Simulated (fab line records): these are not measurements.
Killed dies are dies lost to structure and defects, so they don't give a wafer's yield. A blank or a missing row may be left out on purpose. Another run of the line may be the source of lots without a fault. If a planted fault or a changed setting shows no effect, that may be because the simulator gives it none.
8D (eight disciplines) problem report, filled in by code + flow sky130 + the parts of the form that need people (team, actions taken, sign-off) are left out

== 1. PROBLEM STATEMENT ==
run-length-s at SKY_VIA1_ETCH_15 reads a mean of 84.1 s on 2 wafers of 2 lots; wafers without a fault read 82.4 s with a standard deviation of 0.37. Relative to the usual mean, that is a shift of +4.6 standard deviations.
The step: etches SiO2 in C4F8/O2/Ar, stops on TiN, target depth 351 nm, time 54 s.
Seen first at day 37 08:09 on rie-diel-02, wafer L382.3. Wafers with a number at this step in the record: 36, from 12 lots. Rule for "out", or "out of limits": more than 4 standard deviations from the usual mean. All remaining wafers that have a number are taken as sound.

== 2. WHAT IT IS AND WHAT IT IS NOT ==
| question                    | is                | is not                                                                                 |
|-----------------------------|-------------------|----------------------------------------------------------------------------------------|
| which readings at this step | run-length-s      | oes-product-au                                                                         |
| which lots                  | L382, L383        | L371, L372, L373, L374, L375, L376, L379, L386, L387, L392                             |
| which wafers of those lots  | L382.3, L383.3    | L382.2, L382.6, L383.2, L383.6                                                         |
| read on which tools         | rie-diel-02       | rie-diel-01, rie-diel-04                                                               |
| when                        | from day 37 08:09 | up to then (23 sound wafers); but 11 sound wafers of L383, L386, L387, L392 came after |

== 3. WHAT RULES OUT EACH SUSPECT ==
Counting: if a tool at a process step up to the reading ran every lot that is out, it stays a suspect. Sound lots after the first of them don't rule it out here, since some wafers of a struck lot are sound.
- pvd-sputter-02 at SKY_METAL1_SPUTTER_03 (material Ti, target thk 5 nm, time 3.3 s): kept. It ran every lot that is out, first L382 (day 35 03:01); its last sound lot up to then is L376 (day 33 18:40).
- rie-diel-02 at SKY_VIA1_ETCH_15 (etches SiO2 in C4F8/O2/Ar, stops on TiN, target depth 351 nm, time 54 s): kept. It ran every lot that is out, first L382 (day 37 08:09); its last sound lot up to then is L379 (day 36 13:45). Its own readings are out on those wafers: run-length-s.
The count leaves rie-diel-02 at SKY_VIA1_ETCH_15 and pvd-sputter-02 at SKY_METAL1_SPUTTER_03.

== 4. THE CAUSE (what the simulator had put in) ==
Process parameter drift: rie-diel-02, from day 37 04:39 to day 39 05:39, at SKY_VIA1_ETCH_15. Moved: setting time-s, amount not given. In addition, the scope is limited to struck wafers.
Of the 2 suspects that counting leaves, this tool is one.

== 5. SEQUENCE OF EFFECTS, ordered by route ==
Each row: a reading whose mean over the struck wafers that have a number lies more than 3 standard deviations from the usual. Only readings for which the record gives a usual standard deviation are gone through. hours: the time from each lot's start at the first step in this table that gives one to its start at this step, as a median over the lots. sigmas: the change in usual standard deviations.
| hours | step             | reading      | usual  | on struck wafers | change | sigmas |
|-------|------------------|--------------|--------|------------------|--------|--------|
| 0     | SKY_VIA1_ETCH_15 | run-length-s | 82.4 s | 84.1             | +1.7   | +4.6   |
It contains these process steps:
- SKY_VIA1_ETCH_15: etches SiO2 in C4F8/O2/Ar, stops on TiN, target depth 351 nm, time 54 s.

== 6. HOW IT WOULD HAVE BEEN CAUGHT EARLIER ==
4 hours passed between the start of the fault at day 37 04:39 and the first reading out of limits in this record, taken at day 37 08:09.
